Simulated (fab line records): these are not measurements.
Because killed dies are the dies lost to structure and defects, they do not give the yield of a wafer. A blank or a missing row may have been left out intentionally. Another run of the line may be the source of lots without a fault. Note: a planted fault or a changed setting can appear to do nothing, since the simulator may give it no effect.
A struck lot beside a sound one ; flow sky130 ; 15 steps out of a route of 708
Sound: wafers L658.1, L658.3, L658.4. Struck: wafer L672.4 (left out: L672.3, L672.6 of the same lot, which were not struck); the cause appears at the end.
Order at every step that has rows: each side's tool, ch and its chambers, its first start. Under that, the readings that differ: sound wafers ; struck wafers ; difference of the means ; sigmas: that difference in standard deviations of wafers without a fault.
alike: readings with means less than 2 such deviations apart, plus words and numbers identical on both sides. not compared: withheld readings, readings lacking a value on some wafer, bounds such as >300 that could conceal the same value, and numbers that have no deviation in the record and whose values overlap.
Wherever a step has rows on one side only, a row that says differs or no value, or a row with sigmas, the two part there. Numbers that don't overlap but have no deviation are shown without sigmas and don't part them. Lack of a reading on every wafer of one side parts them only where that side has two or more wafers.

SKY_VIA1_STRIP_16: strips in O2/N2.
  sound on plasmaAsher-04 ch 0,1, day 34 09:38; struck on plasmaAsher-01 ch 1, day 38 20:55
reading;sound;struck;difference;sigmas
oesProductAu (a.u.);0.420 0.417 0.419;0.408;-0.011;-2
  alike: drypumpMotorCurrentA, stripTimeToEndpointS
  not compared: rfHoursCounterH
then, 3 steps without rows for these wafers: SKY_VIA1_STRIP_17 (strips in post etch residue remover, time 1200 s); SKY_VIA1_CLEAN_18 (cleans in IPA, time 180 s); SKY_VIA1_CLEAN_19 (cleans in O3/DIW).
SKY_VIA1_SPUTTER_20: material TiN, target thk 20 nm, time 80 s.
  struck on pvdSputter-04, day 38 21:32; sound on pvdSputter-04, day 34 10:14
  alike: throttleValvePct
then, 1 step without rows for these wafers: SKY_VIA1_CVD_21 (deposits W, target thk 270 nm, time 80.902 s).
SKY_VIA1_RS_MEAS_22: measurement is done with a four-point probe.
  struck on filmMetro-02, day 38 21:43; sound on filmMetro-02, day 34 10:23
  alike: VIA1_W_RS
SKY_VIA1_THK_MEAS_23: measures by xrf.
  struck on filmMetro-02, day 38 21:49; sound on filmMetro-02, day 34 10:31
  alike: VIA1_W_THK
then, 1 step without rows for these wafers: SKY_VIA1_CMP_24 (polishes, stops on SiO2, t overpolish 15 s, target thk 0 nm).
SKY_METAL2_SPUTTER_00: material Ti, target thk 15 nm, time 10 s.
  struck on pvdSputter-01, day 38 22:10; sound on pvdSputter-02, day 34 10:52
  alike: throttleValvePct
SKY_METAL2_SPUTTER_01: material TiN, target thk 20 nm, time 16.7 s.
  struck on pvdSputter-01, day 38 22:11; sound on pvdSputter-02, day 34 10:53
  alike: throttleValvePct
SKY_METAL2_SPUTTER_02: material AlCu, target thk 250 nm, time 13.3 s.
  struck on pvdSputter-01, day 38 22:13; sound on pvdSputter-02, day 34 10:55
  alike: throttleValvePct
SKY_METAL2_SPUTTER_03: material Ti, target thk 5 nm, time 3.3 s.
  struck on pvdSputter-01, day 38 22:14; sound on pvdSputter-02, day 34 10:56
reading;sound;struck;difference;sigmas
model.Ti_of_METAL2_SPUTTER_03.thkNm (nm);5.021 4.939 5.039;3.668;-1.332;
  alike: throttleValvePct
then, 1 step without rows for these wafers: SKY_METAL2_SPUTTER_04 (material TiN, target thk 70 nm, time 58.3 s).
SKY_PAD_OPEN_PROBE_99:
  sound wafers here have rows in the record (prober-02, day 46 06:07); struck ones have none

## WHERE THEY PART
First at SKY_VIA1_STRIP_16; last, within this record, at SKY_PAD_OPEN_PROBE_99.

WHY: whatever the simulator had introduced
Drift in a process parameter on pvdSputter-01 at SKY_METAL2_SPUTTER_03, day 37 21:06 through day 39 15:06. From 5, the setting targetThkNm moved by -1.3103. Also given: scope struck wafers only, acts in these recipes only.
